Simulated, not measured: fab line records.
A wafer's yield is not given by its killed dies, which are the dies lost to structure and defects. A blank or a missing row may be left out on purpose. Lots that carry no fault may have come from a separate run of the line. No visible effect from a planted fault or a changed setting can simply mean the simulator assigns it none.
Which tool was responsible?	flow gf180mcu	39 wafers from 13 lots sampled at 4 of the route's 602 steps

## WHAT EACH GAUGE READ, for each wafer
GF_M1_CD_MEAS_14: the cd target is 230 nm.
lot	measured	on	cd_nm (nm)
L354	day 17 02:25	cd_sem-01	230.1 229.1 230.1
L355	day 17 06:46	cd_sem-02	232.0 231.5 232.0
L356	day 17 12:08	cd_sem-02	229.3 229.2 228.7
L357	day 18 04:11	cd_sem-02	229.7 228.7 227.1
L359	day 19 00:19	cd_sem-01	229.4 228.7 227.8
L361	day 20 04:21	cd_sem-02	229.1 228.6 227.5
L362	day 20 04:38	cd_sem-01	230.1 229.8 229.4
L363	day 20 12:32	cd_sem-01	230.0 229.3 228.4
L365	day 21 09:47	cd_sem-01	228.5 219.1 226.9
L367	day 22 00:58	cd_sem-02	228.6 228.1 220.2
L375	day 24 20:53	cd_sem-02	227.9 230.1 228.3
L376	day 25 01:25	cd_sem-02	229.6 229.3 227.0
L377	day 25 07:13	cd_sem-02	230.9 229.4 230.8

GF_V1_THK_MEAS_01.
lot	measured	on	V1_CVD_00_THK (nm)
L354	day 17 03:17	film_metro-04	610 606 596
L355	day 17 07:38	film_metro-02	611 601 598
L356	day 17 12:59	film_metro-02	604 603 595
L357	day 18 05:02	film_metro-02	598 601 599
L359	day 19 01:10	film_metro-04	598 596 599
L361	day 20 05:12	film_metro-04	605 602 606
L362	day 20 05:29	film_metro-03	592 593 602
L363	day 20 13:25	film_metro-03	611 603 601
L365	day 21 10:41	film_metro-03	602 604 604
L367	day 22 01:51	film_metro-02	598 597 595
L375	day 24 21:44	film_metro-03	600 602 611
L376	day 25 02:19	film_metro-03	608 610 593
L377	day 25 08:08	film_metro-02	603 613 597

## TOOL THAT RAN EACH LOT (tool first, then ch and the chambers of the sampled wafers, then the start)
lot	GF_M1_SPUTTER_00	GF_M1_EXPOSE_11
L354	pvd_sputter-02, day 16 03:49	krf_scanner-01 ch 0, day 16 15:19
L355	pvd_sputter-03, day 16 09:10	krf_scanner-01 ch 0, day 16 20:25
L356	pvd_sputter-03, day 16 13:14	krf_scanner-01 ch 0, day 17 01:16
L357	pvd_sputter-01, day 17 04:38	krf_scanner-01 ch 0, day 17 16:49
L359	pvd_sputter-02, day 18 00:14	krf_scanner-01 ch 0, day 18 12:08
L361	pvd_sputter-01, day 18 20:55	krf_scanner-02 ch 0, day 19 15:52
L362	pvd_sputter-01, day 19 03:22	krf_scanner-02 ch 0, day 19 15:59
L363	pvd_sputter-03, day 19 12:52	krf_scanner-02 ch 0, day 20 01:26
L365	pvd_sputter-03, day 20 09:22	krf_scanner-02 ch 0, day 20 22:25
L367	pvd_sputter-01, day 21 00:48	krf_scanner-02 ch 0, day 21 12:39
L375	pvd_sputter-02, day 23 23:47	krf_scanner-01 ch 0, day 24 10:19
L376	pvd_sputter-02, day 24 03:40	krf_scanner-02 ch 0, day 24 14:41
L377	pvd_sputter-01, day 24 10:01	krf_scanner-02 ch 0, day 24 21:05
- GF_M1_SPUTTER_00: material Ti, target thk 37.5 nm, time 150 s.
- GF_M1_EXPOSE_11: exposes mask Metal1, target cd 230 nm.

## WHAT THE TOOLS THEMSELVES READ (means of the sampled wafers that have a number; where no wafer has one, the mark that the record gives instead)
GF_M1_SPUTTER_00.
lot	tool	cathode_dc_power_W (W)	chamber_pressure_pa (Pa)	throttle_valve_pct (%)
L354	pvd_sputter-02	3998.9	2.002	29.9
L355	pvd_sputter-03	4000.6	2.002	30.1
L356	pvd_sputter-03	3999.8	2.006	29.7
L357	pvd_sputter-01	3999.6	2.000	28.7
L359	pvd_sputter-02	3999.7	2.000	29.9
L361	pvd_sputter-01	3999.7	1.999	28.9
L362	pvd_sputter-01	3999.5	2.001	29.0
L363	pvd_sputter-03	3999.2	2.003	29.1
L365	pvd_sputter-03	4000.4	1.999	29.8
L367	pvd_sputter-01	3999.9	1.999	28.9
L375	pvd_sputter-02	3999.6	1.998	30.1
L376	pvd_sputter-02	4000.0	2.006	30.4
L377	pvd_sputter-01	4000.4	2.002	28.9

## THE ANSWER, worked out from the rows above alone
Rule: usual is defined by the lots themselves. Put in order of their means at a reading, lots are off if they are a third of the lots or fewer, leave a main group of 4 or more, and stand apart from it by a gap of 3 or more times the standard deviation of the main group's means; of several such gaps the widest counts. The tables above print the reading to a certain number of digits; a main group whose means all agree to those digits is not used. A lot without any number at a reading at which 4 lots or more have one is off too. Where the step has rows for the other lots, those lots are counted as sound. First the gauges in route order, then the tools' own readings, where a lot's mean is used as printed above. The first step at which some lot is off is used, and at that step the reading that is off furthest; a lot without a number counts as furthest.
Across all readings shown, no lot is off: no conclusion can be drawn from this.

## WHAT THE SIMULATOR HAD INSERTED
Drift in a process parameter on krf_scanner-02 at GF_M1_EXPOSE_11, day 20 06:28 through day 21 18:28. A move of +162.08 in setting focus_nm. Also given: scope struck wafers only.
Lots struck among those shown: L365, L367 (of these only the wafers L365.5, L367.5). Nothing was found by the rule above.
